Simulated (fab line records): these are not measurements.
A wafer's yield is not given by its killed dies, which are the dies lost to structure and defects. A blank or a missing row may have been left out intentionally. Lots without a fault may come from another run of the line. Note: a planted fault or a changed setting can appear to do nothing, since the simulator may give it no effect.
Chamber matching || flow sky130 || SKY_VIA2_CMP_24 on cmp-01: 4 sister chambers
The step polishes, stops on SiO2, t overpolish 20 s, target thk 0 nm. 8 wafers are shown with their chamber, then 12 later ones without.

## WAFERS PAIRED WITH THEIR CHAMBERS
{"wafer": "L086.2", "chamber": 0, "motor_current_A (A)": 9.2, "time_to_endpoint_s (s)": 105}
{"wafer": "L086.4", "chamber": 1, "motor_current_A (A)": 11.6, "time_to_endpoint_s (s)": 95}
{"wafer": "L087.3", "chamber": 0, "motor_current_A (A)": 9.3, "time_to_endpoint_s (s)": 97}
{"wafer": "L087.4", "chamber": 3, "motor_current_A (A)": 11.2, "time_to_endpoint_s (s)": 91}
{"wafer": "L089.4", "chamber": 3, "motor_current_A (A)": 11.8, "time_to_endpoint_s (s)": 94}
{"wafer": "L090.1", "chamber": 2, "motor_current_A (A)": 12.7, "time_to_endpoint_s (s)": 105}
{"wafer": "L090.2", "chamber": 1, "motor_current_A (A)": 10.9, "time_to_endpoint_s (s)": 95}
{"wafer": "L090.6", "chamber": 2, "motor_current_A (A)": 12.6, "time_to_endpoint_s (s)": 102}

## WAFERS WITH NO CHAMBER GIVEN
{"wafer": "L092.1", "motor_current_A (A)": 11.9, "time_to_endpoint_s (s)": 101}
{"wafer": "L092.3", "motor_current_A (A)": 9.9, "time_to_endpoint_s (s)": 101}
{"wafer": "L092.5", "motor_current_A (A)": 10.2, "time_to_endpoint_s (s)": 102}
{"wafer": "L094.1", "motor_current_A (A)": 12.4, "time_to_endpoint_s (s)": 102}
{"wafer": "L094.5", "motor_current_A (A)": 11.8, "time_to_endpoint_s (s)": 92}
{"wafer": "L094.6", "motor_current_A (A)": 12.6, "time_to_endpoint_s (s)": 100}
{"wafer": "L094.2", "motor_current_A (A)": 11.1, "time_to_endpoint_s (s)": 97}
{"wafer": "L094.3", "motor_current_A (A)": 11.8, "time_to_endpoint_s (s)": 91}
{"wafer": "L094.4", "motor_current_A (A)": 9.6, "time_to_endpoint_s (s)": 98}
{"wafer": "L096.3", "motor_current_A (A)": 11.9, "time_to_endpoint_s (s)": 101}
{"wafer": "L096.4", "motor_current_A (A)": 11.8, "time_to_endpoint_s (s)": 90}
{"wafer": "L096.6", "motor_current_A (A)": 11.4, "time_to_endpoint_s (s)": 92}

## CHAMBER TAKEN BY EACH
{"wafer": "L092.1", "from the rows above": "can't be placed: 2 or 1 or 3", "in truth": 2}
{"wafer": "L092.3", "from the rows above": 0, "in truth": 0}
{"wafer": "L092.5", "from the rows above": "can't be placed: 0 or 1", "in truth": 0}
{"wafer": "L094.1", "from the rows above": 2, "in truth": 2}
{"wafer": "L094.5", "from the rows above": "can't be placed: 3 or 1", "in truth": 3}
{"wafer": "L094.6", "from the rows above": 2, "in truth": 2}
{"wafer": "L094.2", "from the rows above": "can't be placed: 1 or 3", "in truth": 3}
{"wafer": "L094.3", "from the rows above": "can't be placed: 3 or 1", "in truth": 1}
{"wafer": "L094.4", "from the rows above": 0, "in truth": 0}
{"wafer": "L096.3", "from the rows above": "can't be placed: 2 or 1 or 3", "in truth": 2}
{"wafer": "L096.4", "from the rows above": "can't be placed: 3 or 1", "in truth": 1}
{"wafer": "L096.6", "from the rows above": "can't be placed: 3 or 1", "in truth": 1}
Correct placement for 4 of the 12. Not placeable from these rows: 8 (in 8, the candidates include the true chamber). 0 placed wrongly.
How it was worked out, from the rows above alone: a wafer's distance from a chamber is the root of the sum, over the readings, of the square of ((its reading less the chamber's mean) divided by the reading's scatter). The wafer belongs to the nearest chamber; if the next one is less than 2 further off, it can't be placed. For every chamber, the mean is computed from those of its wafers that are shown. How the scatter is found: for the shown wafers, subtract from each reading the mean of its chamber, square and add these, divide the total by (wafers less chambers), then take the root.
